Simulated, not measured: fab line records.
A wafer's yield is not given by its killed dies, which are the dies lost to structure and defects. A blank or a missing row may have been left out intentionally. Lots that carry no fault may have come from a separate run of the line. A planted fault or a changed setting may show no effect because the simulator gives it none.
What tool caused it? / flow gf180mcu / 39 wafers from 13 lots sampled at 5 of the route's 602 steps

## WHAT THE GAUGES READ, wafer by wafer
GF_HV_LDD_RS_MEAS_53: a four-point-probe measurement.
lot=L967; measured=day 13 06:11; on=film metro-04; HV_LDD_RS (ohm/sq)=417.7 417.2 418.6
lot=L968; measured=day 13 19:50; on=film metro-03; HV_LDD_RS (ohm/sq)=419.0 418.4 419.2
lot=L969; measured=day 13 23:25; on=film metro-04; HV_LDD_RS (ohm/sq)=419.7 418.5 419.4
lot=L970; measured=day 14 03:50; on=film metro-04; HV_LDD_RS (ohm/sq)=417.6 418.0 419.0
lot=L971; measured=day 14 08:44; on=film metro-01; HV_LDD_RS (ohm/sq)=418.8 418.0 417.5
lot=L972; measured=day 14 13:34; on=film metro-01; HV_LDD_RS (ohm/sq)=419.2 418.7 418.4
lot=L974; measured=day 15 08:27; on=film metro-03; HV_LDD_RS (ohm/sq)=417.3 419.0 417.9
lot=L977; measured=day 16 10:07; on=film metro-03; HV_LDD_RS (ohm/sq)=413.9 414.5 414.9 414.1 414.1 413.5
lot=L978; measured=day 16 19:14; on=film metro-04; HV_LDD_RS (ohm/sq)=414.7 415.4 413.9 414.8 415.2 415.1
lot=L979; measured=day 17 01:10; on=film metro-03; HV_LDD_RS (ohm/sq)=414.1 413.2 415.0 413.5 413.6 415.0
lot=L986; measured=day 19 18:29; on=film metro-03; HV_LDD_RS (ohm/sq)=418.1 418.0 417.7
lot=L987; measured=day 19 21:35; on=film metro-03; HV_LDD_RS (ohm/sq)=418.6 417.9 418.3
lot=L988; measured=day 20 04:23; on=film metro-03; HV_LDD_RS (ohm/sq)=418.4 418.0 418.4

GF_V2_OVL_MEAS_15.
lot=L967; measured=day 21 08:38; on=overlay-01; V2_OVL (nm)=-3 0 -1
lot=L968; measured=day 21 21:37; on=overlay-02; V2_OVL (nm)=0 3 4
lot=L969; measured=day 22 02:52; on=overlay-01; V2_OVL (nm)=0 3 -3
lot=L970; measured=day 22 06:50; on=overlay-01; V2_OVL (nm)=-6 -14 -6
lot=L971; measured=day 22 11:56; on=overlay-02; V2_OVL (nm)=0 0 4
lot=L972; measured=day 22 18:16; on=overlay-01; V2_OVL (nm)=0 -5 2
lot=L974; measured=day 23 14:23; on=overlay-01; V2_OVL (nm)=-5 3 -1
lot=L977; measured=day 24 16:30; on=overlay-01; V2_OVL (nm)=-5 2 1
lot=L978; measured=day 25 01:20; on=overlay-02; V2_OVL (nm)=-7 2 -2
lot=L979; measured=day 25 07:29; on=overlay-01; V2_OVL (nm)=-2 3 2
lot=L986; measured=day 27 16:05; on=overlay-02; V2_OVL (nm)=10 3 -5
lot=L987; measured=day 27 17:47; on=overlay-02; V2_OVL (nm)=-8 -5 -6
lot=L988; measured=day 27 23:25; on=overlay-02; V2_OVL (nm)=-7 -3 -1

## EACH LOT AND THE TOOL THAT RAN IT (in order: tool; ch and the chambers of the sampled wafers; start)
lot=L967; GF_HV_LDD_RTA_52=rtp anneal-01 ch 0, day 13 06:04; GF_M2_SPUTTER_01=pvd sputter-02, day 19 05:17; GF_M2_METAL_ETCH_16=rie metal-04 ch 0,1, day 20 06:48
lot=L968; GF_HV_LDD_RTA_52=rtp anneal-01 ch 0, day 13 19:46; GF_M2_SPUTTER_01=pvd sputter-04, day 19 19:59; GF_M2_METAL_ETCH_16=rie metal-02 ch 0,1, day 20 20:24
lot=L969; GF_HV_LDD_RTA_52=rtp anneal-02 ch 0, day 13 23:20; GF_M2_SPUTTER_01=pvd sputter-01, day 20 01:25; GF_M2_METAL_ETCH_16=rie metal-04 ch 0,1, day 21 01:41
lot=L970; GF_HV_LDD_RTA_52=rtp anneal-02 ch 0, day 14 03:45; GF_M2_SPUTTER_01=pvd sputter-02, day 20 05:52; GF_M2_METAL_ETCH_16=rie metal-02 ch 0,1, day 21 05:40
lot=L971; GF_HV_LDD_RTA_52=rtp anneal-01 ch 0, day 14 08:41; GF_M2_SPUTTER_01=pvd sputter-02, day 20 12:08; GF_M2_METAL_ETCH_16=rie metal-02 ch 0,1, day 21 12:00
lot=L972; GF_HV_LDD_RTA_52=rtp anneal-01 ch 0, day 14 13:29; GF_M2_SPUTTER_01=pvd sputter-02, day 20 17:06; GF_M2_METAL_ETCH_16=rie metal-02 ch 0,1, day 21 17:45
lot=L974; GF_HV_LDD_RTA_52=rtp anneal-02 ch 0, day 15 08:23; GF_M2_SPUTTER_01=pvd sputter-04, day 21 14:21; GF_M2_METAL_ETCH_16=rie metal-03 ch 0,1, day 22 14:08
lot=L977; GF_HV_LDD_RTA_52=rtp anneal-02 ch 0, day 16 10:03; GF_M2_SPUTTER_01=pvd sputter-01, day 22 17:48; GF_M2_METAL_ETCH_16=rie metal-02 ch 0,1, day 23 16:59
lot=L978; GF_HV_LDD_RTA_52=rtp anneal-02 ch 0, day 16 19:10; GF_M2_SPUTTER_01=pvd sputter-04, day 23 02:49; GF_M2_METAL_ETCH_16=rie metal-04 ch 0,1, day 24 01:16
lot=L979; GF_HV_LDD_RTA_52=rtp anneal-02 ch 0, day 17 01:05; GF_M2_SPUTTER_01=pvd sputter-01, day 23 10:07; GF_M2_METAL_ETCH_16=rie metal-03 ch 0,1, day 24 08:30
lot=L986; GF_HV_LDD_RTA_52=rtp anneal-02 ch 0, day 19 18:24; GF_M2_SPUTTER_01=pvd sputter-01, day 25 21:24; GF_M2_METAL_ETCH_16=rie metal-02 ch 0, day 26 18:09
lot=L987; GF_HV_LDD_RTA_52=rtp anneal-02 ch 0, day 19 21:31; GF_M2_SPUTTER_01=pvd sputter-04, day 25 23:00; GF_M2_METAL_ETCH_16=rie metal-02 ch 0, day 26 20:10
lot=L988; GF_HV_LDD_RTA_52=rtp anneal-01 ch 0, day 20 04:19; GF_M2_SPUTTER_01=pvd sputter-04, day 26 05:16; GF_M2_METAL_ETCH_16=rie metal-02 ch 0,1, day 27 02:10
- GF_HV_LDD_RTA_52: time 10 s.
- GF_M2_SPUTTER_01: material TiN, target thk 30 nm, time 25 s.
- GF_M2_METAL_ETCH_16: etches the open film in Cl2/BCl3, stops on SiO2, target depth 750.8 nm, time 125.1 s.

## WHAT THE TOOLS THEMSELVES READ (means of the sampled wafers that have a number; where no wafer has one, the mark that the record gives instead)
GF_HV_LDD_RTA_52.
lot=L967; tool=rtp anneal-01; lamp power pct (%)=43; wafer_temp_C_max=1003.2
lot=L968; tool=rtp anneal-01; lamp power pct (%)=43; wafer_temp_C_max=1004.0
lot=L969; tool=rtp anneal-02; lamp power pct (%)=34; wafer_temp_C_max=1004.4
lot=L970; tool=rtp anneal-02; lamp power pct (%)=33; wafer_temp_C_max=1004.7
lot=L971; tool=rtp anneal-01; lamp power pct (%)=43; wafer_temp_C_max=1003.5
lot=L972; tool=rtp anneal-01; lamp power pct (%)=43; wafer_temp_C_max=1003.5
lot=L974; tool=rtp anneal-02; lamp power pct (%)=34; wafer_temp_C_max=1005.2
lot=L977; tool=rtp anneal-02; lamp power pct (%)=24; wafer_temp_C_max=872.2
lot=L978; tool=rtp anneal-02; lamp power pct (%)=24; wafer_temp_C_max=872.2
lot=L979; tool=rtp anneal-02; lamp power pct (%)=24; wafer_temp_C_max=871.6
lot=L986; tool=rtp anneal-02; lamp power pct (%)=34; wafer_temp_C_max=1003.9
lot=L987; tool=rtp anneal-02; lamp power pct (%)=34; wafer_temp_C_max=1005.5
lot=L988; tool=rtp anneal-01; lamp power pct (%)=43; wafer_temp_C_max=1005.2

GF_M2_SPUTTER_01.
lot=L967; tool=pvd sputter-02; throttle valve pct (%)=29.3
lot=L968; tool=pvd sputter-04; throttle valve pct (%)=31.3
lot=L969; tool=pvd sputter-01; throttle valve pct (%)=32.0
lot=L970; tool=pvd sputter-02; throttle valve pct (%)=29.3
lot=L971; tool=pvd sputter-02; throttle valve pct (%)=29.7
lot=L972; tool=pvd sputter-02; throttle valve pct (%)=29.7
lot=L974; tool=pvd sputter-04; throttle valve pct (%)=31.1
lot=L977; tool=pvd sputter-01; throttle valve pct (%)=31.2
lot=L978; tool=pvd sputter-04; throttle valve pct (%)=30.5
lot=L979; tool=pvd sputter-01; throttle valve pct (%)=31.7
lot=L986; tool=pvd sputter-01; throttle valve pct (%)=31.2
lot=L987; tool=pvd sputter-04; throttle valve pct (%)=30.7
lot=L988; tool=pvd sputter-04; throttle valve pct (%)=30.3

GF_M2_METAL_ETCH_16.
lot=L967; tool=rie metal-04; drypump motor current A (A)=5.39; oes product au (a.u.)=0.977; throttle valve pct (%)=28.236
lot=L968; tool=rie metal-02; drypump motor current A (A)=5.39; oes product au (a.u.)=0.995; throttle valve pct (%)=28.218
lot=L969; tool=rie metal-04; drypump motor current A (A)=5.39; oes product au (a.u.)=0.979; throttle valve pct (%)=28.238
lot=L970; tool=rie metal-02; drypump motor current A (A)=5.48; oes product au (a.u.)=0.991; throttle valve pct (%)=28.230
lot=L971; tool=rie metal-02; drypump motor current A (A)=5.37; oes product au (a.u.)=0.992; throttle valve pct (%)=28.233
lot=L972; tool=rie metal-02; drypump motor current A (A)=5.48; oes product au (a.u.)=0.994; throttle valve pct (%)=28.233
lot=L974; tool=rie metal-03; drypump motor current A (A)=5.44; oes product au (a.u.)=0.997; throttle valve pct (%)=28.215
lot=L977; tool=rie metal-02; drypump motor current A (A)=5.38; oes product au (a.u.)=0.997; throttle valve pct (%)=28.228
lot=L978; tool=rie metal-04; drypump motor current A (A)=5.17; oes product au (a.u.)=0.988; throttle valve pct (%)=28.235
lot=L979; tool=rie metal-03; drypump motor current A (A)=5.45; oes product au (a.u.)=0.993; throttle valve pct (%)=28.226
lot=L986; tool=rie metal-02; drypump motor current A (A)=5.30; oes product au (a.u.)=0.990; throttle valve pct (%)=28.249
lot=L987; tool=rie metal-02; drypump motor current A (A)=5.32; oes product au (a.u.)=0.990; throttle valve pct (%)=28.218
lot=L988; tool=rie metal-02; drypump motor current A (A)=5.47; oes product au (a.u.)=0.991; throttle valve pct (%)=28.226

## THE ANSWER, worked out from the rows above alone
Rule: the lots themselves supply what counts as usual. Put in order of their means at a reading, lots are off if they are a third of the lots or fewer, leave a main group of 4 or more, and stand apart from it by a gap of 3 or more times the standard deviation of the main group's means; of several such gaps the widest counts. Not used: any main group whose means are identical at the precision the tables above print for the reading. Also off: a lot with no number at a reading for which 4 or more lots have one. Any other lot the step has rows for is counted as sound. After the gauges, taken in route order, come the tools' own readings; for these a lot's mean is taken, as printed above. At the first step where some lot is off, the reading lying furthest off is the one used; lots without a number count as furthest.
Off: L977, L978, L979, seen at GF_HV_LDD_RS_MEAS_53 (HV_LDD_RS). Main group: mean 418.4 ohm/sq, sd 0.42.
If a tool, at a process step before that reading, ran all the lots that are off and no sound lot after the first of them, it fits. The gauges at GF_HV_LDD_RS_MEAS_53 aren't tried: what is off there is off at GF_HV_LDD_RTA_52 too, on other tools, and a gauge's error can't cause that. Of those tried, none fits.

## WHAT THE SIMULATOR HAD INSERTED
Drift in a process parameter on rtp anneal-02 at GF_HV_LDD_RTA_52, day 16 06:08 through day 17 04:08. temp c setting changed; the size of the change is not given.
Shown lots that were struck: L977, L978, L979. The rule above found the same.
